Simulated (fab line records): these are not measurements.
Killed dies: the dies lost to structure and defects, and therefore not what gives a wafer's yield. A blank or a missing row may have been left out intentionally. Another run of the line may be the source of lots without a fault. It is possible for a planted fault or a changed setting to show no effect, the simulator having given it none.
fab line records | flow sky130
record: lots: 15 wafers: 43 last-day: 50
route steps=708 shown LI_CONTACT@385 LOCAL_INTERCONNECT@402 METAL2@498 PASSIVATION@681
lots that met no fault: taken from a fault-free run of the same line
start-h: start of the lot's first displayed wafer, in hours after the record's first day | wait-h: hours elapsed since this lot's preceding step | " identical to the entry in the row above | L1.1+2: one row covering several wafers at once | - no value present, or no start provided | * or withheld: withheld | < > ~ a bound
route shown NAME@n: names a module that has steps shown in the file, with the first one's number in the route | usual: mean and standard deviation over wafers with no fault | same: alike in all rows | chamber/n: place in a boat | sites: per-site readings | _std_site: standard deviation across them | _edge_site: the outer-site mean with the inner-site mean subtracted | radius-mm: for every site, how far away it sits from the centre of the wafer | mask NAME#n: copy n | behind: the last tool/chamber to shape the wafer | hold: cause of the lot's hold/its duration in hours/its outcome | device: names the non-switching transistor (n, p or np) | end of line: at the end of the route, the tests of the same wafers | a step given without rows: its recipe and nothing more | killed: dies that structure and defects cost at the first sort, which is not the same as the wafer's yield | map: shows each die of a wafer: x if killed, . if not, _ if none is there
set.NAME: setting as actually run; set.NAME@STEP: the setting as run at that earlier step | model.NAME: the simulator's own value behind a step, which no gauge read
one table for each step of the route and one row for each wafer, over a sample of lots
services: when a tool's chamber went out of use (start-h, in hours from the record's first day, below 0 if earlier), for how many hours, and the reason
== steps ==
step: SKY_LI_CONTACT_THK_MEAS_23
recipe: thk-meas-gauge: xrf reads: W_of_LI_CONTACT_CVD_21
usual: LI_CONTACT_W_THK: 393/5.8
columns lot.wafer tool chamber start-h wait-h LI_CONTACT_W_THK[nm]
L868.1 film-metro-03 - 676.80 0.1 398
L868.4 " - " " 396
L868.6 " - " " 397
L875.4 film-metro-04 - 732.23 0.1 398
L875.6 " - " " 396
L876.4 film-metro-03 - 737.08 0.1 400
L876.6 " - " " 399
L878.1 film-metro-04 - 753.70 0.1 391
L878.2 " - " " 387
L878.4 " - " " 397
L879.3 film-metro-02 - 762.10 0.1 390
L879.4 " - " " 391
L879.5 " - " " 392
L880.1 film-metro-03 - 766.13 0.1 395
L880.3 " - " " 392
L880.4 " - " " 396
L881.2 film-metro-02 - 778.67 0.1 391
L881.3 " - " " 391
L881.4 " - " " 393
L882.3 film-metro-03 - 782.83 0.1 401
L882.4 " - " " 398
L882.5 " - " " 398
L884.3 film-metro-02 - 806.54 0.1 395
L884.4 " - " " 386
L884.5 " - " " 383
L885.3 film-metro-04 - 810.22 0.1 395
L885.4 " - " " 389
L885.6 " - " " 399
L886.2 film-metro-03 - 815.29 0.1 399
L886.3 " - " " 394
L886.4 " - " " 401
L888.1 film-metro-04 - 831.60 0.1 387
L888.2 " - " " 395
L888.4 " - " " 385
L889.1 film-metro-02 - 840.00 0.1 395
L889.4 " - " " 395
L889.5 " - " " 392
L890.1 film-metro-04 - 843.45 0.1 389
L890.2 " - " " 389
L890.4 " - " " 388
L891.2 film-metro-04 - 852.57 0.1 386
L891.4 " - " " 395
L891.5 " - " " 392
step: SKY_LOCAL_INTERCONNECT_STRIP_15
recipe: chemistry: O2/N2 power-w: 1400 pressure-mtorr: 1500 platen-temp-c: withheld o2-flow-sccm: 3000 n2-flow-sccm: 300 overash-fraction: 0.5
usual: drypump-motor-current-A: 5.62/0.2 oes-product-au: 0.427/0.0045 strip-time-to-endpoint-s: 4.716/0.021
columns lot.wafer tool chamber start-h wait-h drypump-motor-current-A oes-product-au rf-hours-counter-h strip-time-to-endpoint-s
L868.1 plasma-asher-02 1 705.21 0.0 5.61 0.436 89 4.710
L868.4 " 0 " " 5.37 0.425 - 4.688
L868.6 " 1 " " 5.60 0.424 - 4.714
L875.4 plasma-asher-01 1 760.29 0.1 5.99 0.428 - 4.723
L875.6 " 0 " " 5.45 0.428 - 4.751
L876.4 plasma-asher-01 1 764.74 0.1 5.97 0.422 - 4.686
L876.6 " 1 " " 5.99 0.428 - 4.703
L878.1 plasma-asher-01 1 781.33 0.1 5.98 0.434 4 4.725
L878.2 " 0 " " 5.46 0.431 4 4.736
L878.4 " 1 " " 5.99 0.430 - 4.728
L879.3 plasma-asher-02 1 789.26 0.1 5.60 0.427 - 4.700
L879.4 " 0 " " 5.35 0.431 - 4.695
L879.5 " 1 " " 5.58 0.436 - 4.728
L880.1 plasma-asher-03 0 793.00 0.0 5.64 0.430 35 4.705
L880.3 " 0 " " 5.60 0.421 - 4.714
L880.4 " 1 " " 5.69 0.424 - 4.752
L881.2 plasma-asher-01 0 806.16 0.0 5.46 0.431 6 4.726
L881.3 " 1 " " 5.93 0.428 - 4.721
L881.4 " 0 " " 5.47 0.431 - 4.713
L882.3 plasma-asher-02 1 810.25 0.1 5.60 0.422 - 4.696
L882.4 " 0 " " 5.37 0.419 - 4.709
L882.5 " 0 " " 5.35 0.430 - 4.706
L884.3 plasma-asher-03 1 833.64 0.1 5.66 0.430 - 4.731
L884.4 " 0 " " 5.63 0.424 - 4.786
L884.5 " 0 " " 5.65 0.428 - 4.765
L885.3 plasma-asher-02 0 836.70 0.1 5.35 0.426 - 4.718
L885.4 " 1 " " 5.59 0.429 - 4.723
L885.6 " 0 " " 5.36 0.426 - 4.740
L886.2 plasma-asher-02 0 842.46 0.1 5.33 0.423 103 4.712
L886.3 " 1 " " 5.60 0.417 - 4.690
L886.4 " 0 " " 5.33 0.425 - 4.666
L888.1 plasma-asher-01 0 857.76 0.0 5.45 0.422 11 4.699
L888.2 " 1 " " 5.95 0.421 11 4.691
L888.4 " 0 " " 5.44 0.430 - 4.683
L889.1 plasma-asher-02 0 867.06 0.0 5.35 0.428 105 4.717
L889.4 " 0 " " 5.36 0.419 - 4.697
L889.5 " 0 " " 5.37 0.430 - 4.668
L890.1 plasma-asher-01 1 868.86 0.0 5.99 0.426 12 4.718
L890.2 " 0 " " 5.45 0.429 12 4.721
L890.4 " 1 " " 5.95 0.434 - 4.725
L891.2 plasma-asher-03 0 879.76 0.0 5.61 0.425 43 4.727
L891.4 " 0 " " 5.66 0.417 - 4.714
L891.5 " 1 " " 5.65 0.427 - 4.694
step: SKY_METAL2_CD_MEAS_15
recipe: target-cd-nm: 140
usual: cd-nm: 140.3/1.4
columns lot.wafer tool chamber start-h wait-h cd-nm
L868.1 cd-sem-02 - 818.94 - 140.9
L868.4 " - " " 139.8
L868.6 " - " " 141.1
L875.4 cd-sem-01 - 870.40 - 138.4
L875.6 " - " " 141.2
L876.4 cd-sem-02 - 875.84 - 141.6
L876.6 " - " " 141.4
L878.1 cd-sem-01 - 892.83 - 137.2
L878.2 " - " " 138.4
L878.4 " - " " 138.8
L879.3 cd-sem-01 - 900.38 - 139.0
L879.4 " - " " 140.4
L879.5 " - " " 140.0
L880.1 cd-sem-02 - 903.44 - 139.4
L880.3 " - " " 138.8
L880.4 " - " " 140.9
L881.2 cd-sem-01 - 916.46 - 140.0
L881.3 " - " " 139.1
L881.4 " - " " 141.1
L882.3 cd-sem-02 - 919.63 - 142.0
L882.4 " - " " 142.2
L882.5 " - " " 140.5
L884.3 cd-sem-02 - 941.52 - 141.9
L884.4 " - " " 142.3
L884.5 " - " " 142.5
L885.3 cd-sem-02 - 944.98 - 139.5
L885.4 " - " " 138.8
L885.6 " - " " 139.4
L886.2 cd-sem-01 - 949.20 - 139.5
L886.3 " - " " 139.0
L886.4 " - " " 138.9
L888.1 cd-sem-01 - 964.04 - 139.7
L888.2 " - " " 139.4
L888.4 " - " " 138.4
L889.1 cd-sem-01 - 972.59 - 139.8
L889.4 " - " " 140.5
L889.5 " - " " 141.0
L890.1 cd-sem-01 - 974.59 - 138.4
L890.2 " - " " 138.8
L890.4 " - " " 139.3
L891.2 cd-sem-01 - 984.76 - 142.1
L891.4 " - " " 141.5
L891.5 " - " " 140.8
step: SKY_PASSIVATION_CVD_00
recipe: material: SiO2 target-thk-nm: 90 temp-c: 400 time-s: withheld rf-w: 600
usual: heater-power-w: 683/100
columns lot.wafer tool chamber start-h wait-h heater-power-w
L868.1 pecvd-01 2 1027.10 0.0 712
L868.4 " 0 " " 642
L868.6 " 2 " " 749
L875.4 pecvd-02 0 1072.56 0.0 807
L875.6 " 2 " " 649
L876.4 pecvd-02 2 1075.64 0.0 633
L876.6 " 1 " " 566
L878.1 pecvd-03 2 1092.57 0.0 620
L878.2 " 1 " " 772
L878.4 " 0 " " 560
L879.3 pecvd-02 1 1097.30 0.0 572
L879.4 " 2 " " 567
L879.5 " 0 " " 784
L880.1 pecvd-01 1 1101.25 0.0 728
L880.3 " 2 " " 841
L880.4 " 2 " " 850
L881.2 pecvd-03 1 1111.46 0.0 884
L881.3 " 2 " " 645
L881.4 " 0 " " 493
L882.3 pecvd-01 2 1114.51 0.0 750
L882.4 " 1 " " 683
L882.5 " 1 " " 676
L884.3 pecvd-01 0 1131.06 0.0 590
L884.4 " 2 " " 815
L884.5 " 0 " " 610
L885.3 pecvd-03 0 1133.25 0.0 624
L885.4 " 2 " " 635
L885.6 " 2 " " 640
L886.2 pecvd-01 1 1138.19 0.0 761
L886.3 " 2 " " 807
L886.4 " 1 " " 765
L888.1 pecvd-01 0 1146.02 0.0 609
L888.2 " 2 " " 760
L888.4 " 2 " " 767
L889.1 pecvd-03 0 1154.30 0.0 549
L889.4 " 1 " " 882
L889.5 " 0 " " 545
L890.1 pecvd-01 2 1156.80 0.0 731
L890.2 " 0 " " 601
L890.4 " 1 " " 700
L891.2 pecvd-03 2 1163.86 0.0 629
L891.4 " 0 " " 560
L891.5 " 1 " " 828
step: SKY_PASSIVATION_THK_MEAS_01
recipe: reads: SiO2_of_PASSIVATION_CVD_00
usual: PASSIVATION_CVD_00_THK: 90.6/1.1
columns lot.wafer tool chamber start-h wait-h hold PASSIVATION_CVD_00_THK[nm]
L868.1 film-metro-02 - 1027.13 - - 89.2
L868.4 " - " " - 92.4
L868.6 " - " " - 90.3
L875.4 film-metro-04 - 1072.61 - await-dispo/0.2h/release 37.5
L875.6 " - " " await-dispo/0.2h/release 91.1
L875.4 film-metro-04 - 1072.94 0.3 - 37.5
L875.6 " - " " - 91.1
L876.4 film-metro-03 - 1075.68 - await-dispo/0.2h/release 39.0
L876.6 " - " " await-dispo/0.2h/release 92.0
L876.4 film-metro-03 - 1075.95 0.3 - 39.0
L876.6 " - " " - 92.0
L878.1 film-metro-04 - 1092.59 - - 90.0
L878.2 " - " " - 89.2
L878.4 " - " " - 91.0
L879.3 film-metro-02 - 1097.34 - await-dispo/0.2h/release 90.4
L879.4 " - " " await-dispo/0.2h/release 38.7
L879.5 " - " " await-dispo/0.2h/release 89.7
L879.3 film-metro-02 - 1097.57 0.2 - 90.4
L879.4 " - " " - 38.7
L879.5 " - " " - 89.8
L880.1 film-metro-04 - 1101.28 - - 90.0
L880.3 " - " " - 88.7
L880.4 " - " " - 91.4
L881.2 film-metro-02 - 1111.49 - - 90.6
L881.3 " - " " - 90.3
L881.4 " - " " - 92.5
L882.3 film-metro-03 - 1114.55 - - 91.4
L882.4 " - " " - 91.0
L882.5 " - " " - 90.6
L884.3 film-metro-04 - 1131.10 - - 88.5
L884.4 " - " " - 90.2
L884.5 " - " " - 90.2
L885.3 film-metro-03 - 1133.29 - - 91.4
L885.4 " - " " - 90.4
L885.6 " - " " - 91.1
L886.2 film-metro-02 - 1138.23 - - 90.8
L886.3 " - " " - 91.1
L886.4 " - " " - 91.7
L888.1 film-metro-03 - 1146.04 - - 89.2
L888.2 " - " " - 90.1
L888.4 " - " " - 91.3
L889.1 film-metro-03 - 1154.32 - - 90.1
L889.4 " - " " - 91.6
L889.5 " - " " - 91.4
L890.1 film-metro-03 - 1156.82 - - 90.3
L890.2 " - " " - 89.6
L890.4 " - " " - 91.6
L891.2 film-metro-03 - 1163.89 - - 89.7
L891.4 " - " " - 89.9
L891.5 " - " " - 90.0
step: SKY_PASSIVATION_ETCH_11
recipe: chemistry: CF4/O2 target-depth-nm: 725 stop-on: AlCu source-w: 800 bias-w: 150 pressure-mtorr: 150 cf4-flow-sccm: 80 O2_flow_sccm: 10 time-s: 161.1
usual: O2_flow_sccm: 10.00/0.032 drypump-motor-current-A: 5.7/0.48 oes-product-au: 0.976/0.0069 throttle-valve-pct: 5.964/0.0088
columns lot.wafer tool chamber start-h wait-h O2_flow_sccm drypump-motor-current-A oes-product-au rf-hours-counter-h throttle-valve-pct
L868.1 rie-diel-02 3 1050.19 - 10.00 5.9 0.969 23 5.959
L868.4 " 1 " " 10.01 4.7 0.983 20 5.956
L868.6 " 1 " " 10.01 4.7 0.989 - 5.954
L875.4 rie-diel-02 3 1093.97 - 10.02 5.9 0.944 - 5.942
L875.6 " 1 " " 9.99 4.7 0.985 - 5.961
L876.4 rie-diel-02 1 1097.27 - 9.94 4.7 0.942 - 5.944
L876.6 " 3 " " 10.01 5.9 0.980 - 5.964
L878.1 rie-diel-01 2 1112.53 - 9.97 5.5 0.966 17 5.963
L878.2 " 0 " " 9.99 6.3 0.970 23 5.971
L878.4 " 3 " " 10.03 5.4 0.975 - 5.953
L879.3 rie-diel-01 2 1117.27 - 10.00 5.5 0.975 18 5.959
L879.4 " 2 " " 10.01 5.6 0.941 - 5.954
L879.5 " 0 " " 10.02 6.3 0.981 - 5.959
L880.1 rie-diel-01 0 1121.29 - 9.97 6.4 0.974 23 5.965
L880.3 " 2 " " 10.01 5.5 0.968 18 5.968
L880.4 " 3 " " 9.97 5.4 0.977 - 5.953
L881.2 rie-diel-02 3 1130.89 - 9.93 5.9 0.963 26 5.966
L881.3 " 1 " " 10.00 4.7 0.958 23 5.958
L881.4 " 2 " " 10.01 6.2 0.971 24 5.968
L882.3 rie-diel-03 3 1133.77 - 10.00 5.6 0.987 19 5.971
L882.4 " 2 " " 9.98 5.6 0.985 21 5.975
L882.5 " 0 " " 9.94 6.4 0.978 - 5.972
L884.3 rie-diel-01 2 1150.34 - 10.06 5.5 0.984 19 5.964
L884.4 " 1 " " 9.99 5.6 0.978 15 5.962
L884.5 " 1 " " 9.96 5.6 0.976 - 5.966
L885.3 rie-diel-02 1 1151.47 - 10.02 4.7 0.986 24 5.978
L885.4 " 2 " " 9.99 6.2 0.972 25 5.970
L885.6 " 3 " " 10.03 5.9 0.968 - 5.957
L886.2 rie-diel-02 1 1156.19 - 10.04 4.7 0.979 25 5.970
L886.3 " 3 " " 9.98 5.9 0.985 27 5.967
L886.4 " 2 " " 10.00 6.2 0.978 25 5.964
L888.1 rie-diel-03 3 1163.77 - 9.95 5.6 0.961 20 5.952
L888.2 " 1 " " 9.92 5.9 0.973 15 5.958
L888.4 " 2 " " 10.05 5.6 0.967 22 5.951
L889.1 rie-diel-03 3 1171.27 - 9.96 5.6 0.981 20 5.951
L889.4 " 0 " " 10.04 6.4 0.982 21 5.962
L889.5 " 2 " " 9.97 5.6 0.984 - 5.956
L890.1 rie-diel-02 3 1173.78 - 10.01 5.8 0.974 28 5.967
L890.2 " 0 " " 10.00 5.8 0.971 16 5.959
L890.4 " 2 " " 9.99 6.2 0.981 26 5.965
L891.2 rie-diel-01 1 1180.92 - 10.01 5.6 0.974 16 5.958
L891.4 " 1 " " 9.96 5.6 0.982 - 5.967
L891.5 " 2 " " 10.00 5.5 0.979 - 5.965
== services ==
columns tool chamber start-h hours kind
rie-diel-01 - 703.12 1.1 repair
pecvd-01 - 719.04 1.6 repair
pecvd-03 0 719.83 5.9 repair
pecvd-01 - 720.67 2.8 pm
rie-diel-01 2 732.04 2.0 repair
plasma-asher-01 - 733.75 9.0 pm
rie-diel-01 1 775.84 1.4 repair
plasma-asher-02 - 778.73 3.8 repair
rie-diel-02 1 778.83 8.4 repair
pecvd-01 0 790.94 4.7 repair
pecvd-01 - 793.43 0.7 repair
plasma-asher-01 - 801.57 1.6 repair
pecvd-01 - 897.13 1.6 repair
rie-diel-02 - 922.94 0.5 repair
plasma-asher-01 - 930.95 2.0 repair
pecvd-01 0 958.69 11.5 repair
rie-diel-02 1 969.98 3.9 repair
plasma-asher-02 - 1055.25 9.0 pm
rie-diel-02 3 1063.06 1.8 repair
plasma-asher-02 - 1078.11 4.3 pm
rie-diel-02 0 1091.65 11.8 repair
pecvd-01 0 1107.32 13.4 repair
plasma-asher-02 - 1139.49 1.5 repair
pecvd-01 - 1178.28 5.5 repair
== key ==
first-sign: step: SKY_PASSIVATION_THK_MEAS_01 reading: visit direction: added
effect: step: SKY_PASSIVATION_THK_MEAS_01 reading: PASSIVATION_CVD_00_THK direction: down sigmas: 47 usual: 90.6 struck: 38.4
effect: step: SKY_PASSIVATION_ETCH_11 reading: oes-product-au direction: down sigmas: 4.9 usual: 0.976 struck: 0.942
met-at SKY_PASSIVATION_CVD_00
struck-lots L875,L876,L879
struck-wafers L875.4,L876.4,L879.4
sort-left-out L875.4,L876.4
not-acting-at SKY_LI_CONTACT_THK_MEAS_23,SKY_LOCAL_INTERCONNECT_STRIP_15,SKY_METAL2_CD_MEAS_15
fault: kind: process-parameter-drift tool: pecvd-02 chamber: - onset-h: 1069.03 steps: SKY_PASSIVATION_CVD_00 channel: target-thk-nm offset: -52.579 shape: step end-h: 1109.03 scope: struck-wafers-only acts-in: these-recipes-only stated: 90
sort-left-out: the simulated sort isn't trusted on such a fault, so these wafers' sort isn't shown, and their yield isn't known
